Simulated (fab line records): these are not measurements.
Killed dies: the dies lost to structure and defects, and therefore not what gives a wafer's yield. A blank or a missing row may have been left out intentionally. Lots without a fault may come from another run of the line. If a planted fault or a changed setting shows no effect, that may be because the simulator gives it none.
Which of the tools did it? :: flow sky130 :: 39 wafers from 13 lots sampled at 4 of the route's 708 steps

== WHAT THE GAUGES SHOWED, per wafer ==
SKY_NWELL_OVL_MEAS_10. Usual: for NWELL_00_OVL the level is -0.4 nm and the standard deviation is 1.4.
lot: L210
measured: day 4 23:59
on: overlay-02
NWELL_00_OVL (nm): -0.7 0.3 -0.8
flag: 

lot: L212
measured: day 5 14:50
on: overlay-02
NWELL_00_OVL (nm): 0.1 -2.0 -1.9
flag: 

lot: L217
measured: day 6 16:56
on: overlay-02
NWELL_00_OVL (nm): 1.5 -0.3 1.3
flag: 

lot: L218
measured: day 6 23:05
on: overlay-02
NWELL_00_OVL (nm): -0.8 -0.9 1.2
flag: 

lot: L219
measured: day 7 03:38
on: overlay-02
NWELL_00_OVL (nm): 0.5 0.9 -1.8
flag: 

lot: L224
measured: day 8 13:41
on: overlay-02
NWELL_00_OVL (nm): 0.1 0.2 -0.2
flag: 

lot: L223
measured: day 8 14:18
on: overlay-01
NWELL_00_OVL (nm): 0.1 -1.1 -2.2
flag: 

lot: L226
measured: day 9 06:53
on: overlay-01
NWELL_00_OVL (nm): -0.3 -0.6 0.3
flag: 

lot: L225
measured: day 9 07:35
on: overlay-02
NWELL_00_OVL (nm): -0.1 2.7 -0.1
flag: 

lot: L227
measured: day 9 15:56
on: overlay-01
NWELL_00_OVL (nm): -0.9 0.5 -0.4
flag: 

lot: L228
measured: day 9 17:07
on: overlay-01
NWELL_00_OVL (nm): 1.8 -0.2 -0.6
flag: 

lot: L230
measured: day 9 22:32
on: overlay-01
NWELL_00_OVL (nm): -2.5 -1.3 -0.9
flag: 

lot: L231
measured: day 10 04:08
on: overlay-01
NWELL_00_OVL (nm): -0.6 -0.5 -2.2
flag: 

SKY_VT_ADJUST_HVTP_TW_MEAS_11. Usual: for VT_ADJUST_HVTP_TW the level is 1353 and the standard deviation is 9.1.
lot: L210
measured: day 6 12:08
on: film metro-03
VT_ADJUST_HVTP_TW: 1355 1361 1359
flag: 

lot: L212
measured: day 7 04:20
on: film metro-03
VT_ADJUST_HVTP_TW: 1373 1365 1369
flag: 

lot: L217
measured: day 8 10:15
on: film metro-03
VT_ADJUST_HVTP_TW: 647 653 649
flag: OFF

lot: L218
measured: day 8 17:02
on: film metro-02
VT_ADJUST_HVTP_TW: 1343 1346 1348
flag: 

lot: L219
measured: day 8 22:16
on: film metro-02
VT_ADJUST_HVTP_TW: 630 634 625
flag: OFF

lot: L224
measured: day 10 09:28
on: film metro-04
VT_ADJUST_HVTP_TW: 1366 1351 1360
flag: 

lot: L223
measured: day 10 11:20
on: film metro-03
VT_ADJUST_HVTP_TW: 1354 1366 1352
flag: 

lot: L226
measured: day 11 04:25
on: film metro-02
VT_ADJUST_HVTP_TW: 1348 1346 1347
flag: 

lot: L225
measured: day 11 05:01
on: film metro-02
VT_ADJUST_HVTP_TW: 1334 1338 1343
flag: 

lot: L227
measured: day 11 13:40
on: film metro-02
VT_ADJUST_HVTP_TW: 1350 1341 1341
flag: 

lot: L228
measured: day 11 14:29
on: film metro-02
VT_ADJUST_HVTP_TW: 1338 1341 1340
flag: 

lot: L230
measured: day 11 21:16
on: film metro-04
VT_ADJUST_HVTP_TW: 1348 1356 1358
flag: 

lot: L231
measured: day 12 04:12
on: film metro-02
VT_ADJUST_HVTP_TW: 1346 1346 1350
flag: 

SKY_VT_ADJUST_LVTN_OVL_MEAS_07. Usual: for VT_ADJUST_LVTN_OVL the level is -1.3 nm and the standard deviation is 1.6.
lot: L210
measured: day 7 07:58
on: overlay-01
VT_ADJUST_LVTN_OVL (nm): 0.5 -0.5 -2.8
flag: 

lot: L212
measured: day 8 00:52
on: overlay-01
VT_ADJUST_LVTN_OVL (nm): -1.7 -3.3 -1.1
flag: 

lot: L217
measured: day 9 08:13
on: overlay-02
VT_ADJUST_LVTN_OVL (nm): 0.6 -2.9 -0.7
flag: 

lot: L218
measured: day 9 15:01
on: overlay-01
VT_ADJUST_LVTN_OVL (nm): 1.0 -1.4 -1.3
flag: 

lot: L219
measured: day 9 20:01
on: overlay-01
VT_ADJUST_LVTN_OVL (nm): -1.1 -5.0 -2.2
flag: 

lot: L224
measured: day 11 08:39
on: overlay-02
VT_ADJUST_LVTN_OVL (nm): -1.4 -0.1 -0.9
flag: 

lot: L223
measured: day 11 10:13
on: overlay-01
VT_ADJUST_LVTN_OVL (nm): 0.7 0.9 -0.5
flag: 

lot: L226
measured: day 12 04:23
on: overlay-01
VT_ADJUST_LVTN_OVL (nm): -1.4 -3.8 -3.9
flag: 

lot: L225
measured: day 12 05:16
on: overlay-02
VT_ADJUST_LVTN_OVL (nm): -1.0 -1.3 -2.7
flag: 

lot: L227
measured: day 12 14:00
on: overlay-02
VT_ADJUST_LVTN_OVL (nm): -0.2 -0.1 0.3
flag: 

lot: L228
measured: day 12 14:47
on: overlay-01
VT_ADJUST_LVTN_OVL (nm): -2.9 -2.1 -2.9
flag: 

lot: L230
measured: day 12 22:17
on: overlay-01
VT_ADJUST_LVTN_OVL (nm): 0.4 -0.2 0.2
flag: 

lot: L231
measured: day 13 04:23
on: overlay-02
VT_ADJUST_LVTN_OVL (nm): -2.9 -2.8 -3.5
flag: 

== EACH LOT AND THE TOOL THAT RAN IT (in order: tool; ch and the chambers of the sampled wafers; start) ==
lot: L210
SKY_VT_ADJUST_HVTP_IMPLANT_09: implanter-02 ch 0, day 6 11:53

lot: L212
SKY_VT_ADJUST_HVTP_IMPLANT_09: implanter-02 ch 0, day 7 04:05

lot: L217
SKY_VT_ADJUST_HVTP_IMPLANT_09: implanter-02 ch 0, day 8 10:01

lot: L218
SKY_VT_ADJUST_HVTP_IMPLANT_09: implanter-03 ch 0, day 8 16:47

lot: L219
SKY_VT_ADJUST_HVTP_IMPLANT_09: implanter-02 ch 0, day 8 22:01

lot: L224
SKY_VT_ADJUST_HVTP_IMPLANT_09: implanter-01 ch 0, day 10 09:13

lot: L223
SKY_VT_ADJUST_HVTP_IMPLANT_09: implanter-03 ch 0, day 10 11:08

lot: L226
SKY_VT_ADJUST_HVTP_IMPLANT_09: implanter-01 ch 0, day 11 04:11

lot: L225
SKY_VT_ADJUST_HVTP_IMPLANT_09: implanter-03 ch 0, day 11 04:47

lot: L227
SKY_VT_ADJUST_HVTP_IMPLANT_09: implanter-01 ch 0, day 11 13:25

lot: L228
SKY_VT_ADJUST_HVTP_IMPLANT_09: implanter-01 ch 0, day 11 14:14

lot: L230
SKY_VT_ADJUST_HVTP_IMPLANT_09: implanter-03 ch 0, day 11 21:01

lot: L231
SKY_VT_ADJUST_HVTP_IMPLANT_09: implanter-03 ch 0, day 12 03:58
- SKY_VT_ADJUST_HVTP_IMPLANT_09

== AS READ BY THE TOOLS THEMSELVES (means over the sampled wafers that have a number; for cases with no such wafer, the mark the record gives instead) ==
SKY_VT_ADJUST_HVTP_IMPLANT_09. Usual: dose ions cm2 4.299e+12, standard deviation 4e+09; faraday current uA 24.3, standard deviation 0.47.
lot: L210
tool: implanter-02
dose ions cm2: 4.303e+12
faraday current uA: 24.3
flag: 

lot: L212
tool: implanter-02
dose ions cm2: 4.297e+12
faraday current uA: 24.5
flag: 

lot: L217
tool: implanter-02
dose ions cm2: 4.327e+11
faraday current uA: 2.4
flag: OFF

lot: L218
tool: implanter-03
dose ions cm2: 4.299e+12
faraday current uA: 24.5
flag: 

lot: L219
tool: implanter-02
dose ions cm2: 4.310e+11
faraday current uA: 2.4
flag: OFF

lot: L224
tool: implanter-01
dose ions cm2: 4.299e+12
faraday current uA: 24.1
flag: 

lot: L223
tool: implanter-03
dose ions cm2: 4.293e+12
faraday current uA: 23.9
flag: 

lot: L226
tool: implanter-01
dose ions cm2: 4.303e+12
faraday current uA: 23.9
flag: 

lot: L225
tool: implanter-03
dose ions cm2: 4.300e+12
faraday current uA: 24.0
flag: 

lot: L227
tool: implanter-01
dose ions cm2: 4.297e+12
faraday current uA: 23.9
flag: 

lot: L228
tool: implanter-01
dose ions cm2: 4.294e+12
faraday current uA: 24.2
flag: 

lot: L230
tool: implanter-03
dose ions cm2: 4.302e+12
faraday current uA: 24.8
flag: 

lot: L231
tool: implanter-03
dose ions cm2: 4.295e+12
faraday current uA: 24.3
flag: 

== THE ANSWER, worked out from the rows above alone ==
Rule: take the mean of a lot's wafers that have a number; if it is more than 3 standard deviations from the usual mean, the lot is off. A lot without any number at a reading at which 4 lots or more have one is off too. Any other lot the step has rows for is counted as sound. After the gauges, taken in route order, come the tools' own readings; for these a lot's mean is taken, as printed above. The first step at which some lot is off is used, and at that step the reading that is off furthest; a lot without a number counts as furthest.
Off: L217, L219, at SKY_VT_ADJUST_HVTP_TW_MEAS_11 (VT_ADJUST_HVTP_TW).
If a tool, at a process step before that reading, ran all the lots that are off and no sound lot after the first of them, it fits. Not tried: the gauges at SKY_VT_ADJUST_HVTP_TW_MEAS_11; whatever is off there is also off at SKY_VT_ADJUST_HVTP_IMPLANT_09, on other tools, and gauge error can't account for it. One fits: implanter-02 at SKY_VT_ADJUST_HVTP_IMPLANT_09. Its last sound lot is L212 (day 7 04:05), its first lot that is off L217 (day 8 10:01): a fault that began between those two fits.
The tool's own readings at SKY_VT_ADJUST_HVTP_IMPLANT_09 bear it out: on the lots that are off they differ by more than 5 times the standard deviation of the sound lots' means. dose ions cm2 reads 4.318e+11 there against 4.298e+12 on the sound lots; faraday current uA reads 2.4 there against 24.2 on the sound lots.

== WHAT THE SIMULATOR HAD PUT IN ==
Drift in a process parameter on implanter-02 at SKY_VT_ADJUST_HVTP_IMPLANT_09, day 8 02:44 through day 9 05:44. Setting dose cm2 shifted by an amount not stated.
Struck lots among those shown: L217, L219. The rule above found the same.
